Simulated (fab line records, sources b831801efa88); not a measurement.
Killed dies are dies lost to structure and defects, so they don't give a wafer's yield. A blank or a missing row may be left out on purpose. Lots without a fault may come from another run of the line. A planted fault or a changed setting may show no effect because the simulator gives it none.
A struck lot beside a sound one | flow gf180mcu | 43 steps out of a route of 602
Sound: wafers L960.1, L960.2, L960.3. Struck: wafer L979.6. (L979.2, L979.4 of the same lot were not struck and are left out.) The cause comes at the end.
At each step with rows: each side's tool, then ch and its chambers, then its first start. Under that, the readings that differ: sound wafers | struck wafers | difference of the means | sigmas: that difference in standard deviations of wafers without a fault.
alike: readings whose means differ by less than 2 such deviations, and words and numbers that are the same on both sides. not compared: withheld readings, readings that some wafer has no value for, bounds like >300 that may hide the same value, and numbers for which the record gives no deviation and whose values overlap.
The two part at a step that has a row with sigmas, a row that says differs or no value, or rows on one side only. Numbers that don't overlap but have no deviation are shown without sigmas and don't part them. A reading that every wafer of one side lacks parts them only if that side has two wafers or more.

GF_STI_THK_MEAS_02:
  sound on film_metro-03, day 1 11:31; struck on film_metro-03, day 5 13:30
  alike: STI_OXIDATION_THK
then, 1 step without rows for these wafers: GF_STI_CVD_03 (deposits Si3N4 from DCS/NH3, target thk 207.16 nm, time 3551 s).
GF_STI_THK_MEAS_04:
  sound on film_metro-03, day 1 13:34; struck on film_metro-03, day 5 15:33
  alike: STI_CVD_03_THK
then, 7 steps without rows for these wafers: GF_STI_DEHYDRATE_05 (time 60 s); GF_STI_HMDS_06 (prime time 60 s); GF_STI_COAT_07 (resist thk 700 nm); GF_STI_SOFTBAKE_08 (time 60 s); GF_STI_EXPOSE_09 (exposes mask COMP, target cd 220 nm); GF_STI_PEB_10 (peb time 90 s); GF_STI_DEVELOP_11 (develop time 60 s).
GF_STI_CD_MEAS_12: target cd 220 nm.
  sound on cd_sem-02, day 2 01:39; struck on cd_sem-02, day 6 05:29
  alike: cd_nm
GF_STI_ETCH_13: etches the open film in CHF3/O2, stops on Si, target depth 282.31 nm, time 112.9 s.
  sound on rie_diel-03 ch 1,2,3, day 2 01:46; struck on rie_diel-03 ch 3, day 6 05:35
  alike: drypump_motor_current_A, oes_product_au, throttle_valve_pct
  not compared: rf_hours_counter_h
GF_STI_ETCH_14: etches Si in HBr/Cl2/O2, target depth 360 nm, time 102.9 s.
  sound on rie_si-01 ch 0,2,3, day 2 01:51; struck on rie_si-02 ch 3, day 6 05:40
  alike: drypump_motor_current_A, oes_product_au, throttle_valve_pct
  not compared: rf_hours_counter_h
GF_STI_STRIP_15: strips in O2/N2.
  sound on plasma_asher-03 ch 0,1, day 2 01:55; struck on plasma_asher-03 ch 1, day 6 05:45
  alike: drypump_motor_current_A, heater_power_w, n2_flow_sccm, oes_product_au, platen_temp_c, strip_time_to_endpoint_s
  not compared: rf_hours_counter_h
then, 6 steps without rows for these wafers: GF_STI_CLEAN_16 (cleans in dHF, time 25 s); GF_STI_WET_ETCH_17 (etches Si3N4 in H3PO4, target depth 45 nm, time 514 s); GF_STI_CLEAN_18 (cleans in SC1/SC2, time 150 s); GF_STI_CLEAN_19 (cleans in dHF, time 20 s); GF_STI_WET_ETCH_20 (etches SiO2 in dHF, target depth 20 nm, time 400 s); GF_STI_OXIDATION_21 (stabilise 600 s, purge 300 s, target thk 15 nm).
GF_STI_THK_MEAS_22:
  sound on film_metro-02, day 2 03:38; struck on film_metro-03, day 6 07:30
  alike: STI_OXIDATION_01_THK
then, 1 step without rows for these wafers: GF_STI_CVD_23 (deposits SiO2, target thk 650 nm, time 108.3 s).
GF_STI_THK_MEAS_24:
  sound on film_metro-03, day 2 03:47; struck on film_metro-01, day 6 07:38
  alike: STI_CVD_23_THK
GF_STI_CMP_25: polishes, stops on Si3N4, t overpolish 33 s, target thk 524.6 nm.
  sound on cmp-02 ch 0,1,2, day 2 03:56; struck on cmp-01 ch 2, day 6 07:47
  alike: motor_current_A, overpolish_run_s, slurry_flow_ml_min, time_to_endpoint_s
then, 4 steps without rows for these wafers: GF_STI_WET_ETCH_26 (etches SiO2 in dHF, target depth 94 nm, time 188 s); GF_STI_WET_ETCH_27 (etches Si3N4 in H3PO4, target depth 160 nm, time 1825 s); GF_STI_WET_ETCH_28 (etches SiO2 in dHF, target depth 20 nm, time 40 s); GF_STI_OXIDATION_29 (stabilise 600 s, purge 300 s, target thk 10 nm).
GF_STI_THK_MEAS_30:
  sound on film_metro-03, day 2 06:44; struck on film_metro-03, day 6 09:59
  alike: STI_OXIDATION_02_THK
then, 8 steps without rows for these wafers: GF_DNWELL_DEHYDRATE_00 (time 60 s); GF_DNWELL_HMDS_01 (prime time 60 s); GF_DNWELL_COAT_02 (resist thk 3000 nm); GF_DNWELL_SOFTBAKE_03; GF_DNWELL_EXPOSE_04 (exposes mask DNWELL, target cd 1700 nm); GF_DNWELL_PEB_05; GF_DNWELL_DEVELOP_06 (develop time 60 s); GF_DNWELL_IMPLANT_07.
GF_DNWELL_STRIP_08: strips in O2/N2.
  sound on plasma_asher-03 ch 0,1, day 2 18:53; struck on plasma_asher-01 ch 0, day 7 00:46
  alike: drypump_motor_current_A, heater_power_w, n2_flow_sccm, oes_product_au, platen_temp_c, strip_time_to_endpoint_s
  not compared: rf_hours_counter_h
GF_DNWELL_TW_MEAS_09:
  sound on film_metro-01, day 2 18:59; struck on film_metro-03, day 7 00:53
  reading   | sound          | struck | difference | sigmas
  DNWELL_TW | 1352 1363 1348 | 1322   | -32        | -2
then, 3 steps without rows for these wafers: GF_NWELL_DEHYDRATE_00 (time 60 s); GF_NWELL_HMDS_01 (prime time 60 s); GF_NWELL_COAT_02 (resist thk 3000 nm).
-- the record jumps here: 27 days lie between the struck wafers' starts before and after (it left off in module NWELL and takes up again in module PASSIVATION, whose first step shown is number 602 of the route) --
GF_PASSIVATION_PROBE_99:
  the record has rows for the struck wafers here (prober-01, day 34 07:02) and none for the sound ones

WHERE THEY PART
First at GF_DNWELL_TW_MEAS_09; last, within this record, at GF_PASSIVATION_PROBE_99.

WHY: what the simulator had put in
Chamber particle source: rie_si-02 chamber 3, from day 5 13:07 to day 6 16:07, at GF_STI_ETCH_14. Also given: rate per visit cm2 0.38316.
